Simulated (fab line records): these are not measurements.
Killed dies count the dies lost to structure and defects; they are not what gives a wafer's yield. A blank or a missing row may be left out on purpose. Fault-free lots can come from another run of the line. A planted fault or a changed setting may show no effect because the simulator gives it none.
Chamber matching | flow gf180mcu | GF_M5_ETCH_09 on rie_diel-04 has 4 sister chambers
The step etches Si3N4 in CF4/O2, target depth 52 nm, time 11.6 s. 8 wafers are shown with their chamber, then 7 later ones without.

== WAFERS PAIRED WITH THEIR CHAMBERS ==
wafer  | chamber | drypump_motor_current_A (A) | oes_product_au (a.u.)
L079.3 | 0       | 5.8                         | 1.008
L082.1 | 0       | 5.9                         | 0.994
L082.2 | 2       | 5.9                         | 0.996
L085.2 | 1       | 5.3                         | 1.004
L085.3 | 3       | 5.7                         | 0.995
L085.4 | 2       | 5.9                         | 0.984
L088.2 | 1       | 5.3                         | 1.001
L088.3 | 3       | 5.7                         | 0.987

== WAFERS WITH NO CHAMBER GIVEN ==
wafer  | drypump_motor_current_A (A) | oes_product_au (a.u.)
L088.5 | 5.3                         | 0.994
L092.3 | 5.3                         | 0.984
L092.4 | 5.7                         | 0.976
L092.6 | 5.7                         | 0.973
L094.2 | 5.3                         | 0.992
L094.3 | 5.9                         | 1.000
L094.5 | 5.9                         | 0.990

== THE CHAMBER EACH PASSED THROUGH ==
wafer  | from the rows above     | in truth
L088.5 | 1                       | 1
L092.3 | 1                       | 1
L092.4 | 3                       | 3
L092.6 | 3                       | 3
L094.2 | 1                       | 1
L094.3 | can't be placed: 2 or 0 | 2
L094.5 | 2                       | 2
Correct placement for 6 of the 7. Can't be placed from these rows: 1 (the true chamber is among the candidates in 1). Number placed wrongly: 0.
How it was worked out, from the rows above alone: a wafer's distance from a chamber is the root of the sum, over the readings, of the square of ((its reading less the chamber's mean) divided by the reading's scatter). If the next closest chamber is less than 2 further off than the closest, the wafer can't be placed; otherwise it belongs to the closest. The mean given for a chamber averages the wafers shown for that chamber. How the scatter is found: for the shown wafers, subtract from each reading the mean of its chamber, square and add these, divide the total by (wafers less chambers), then take the root.
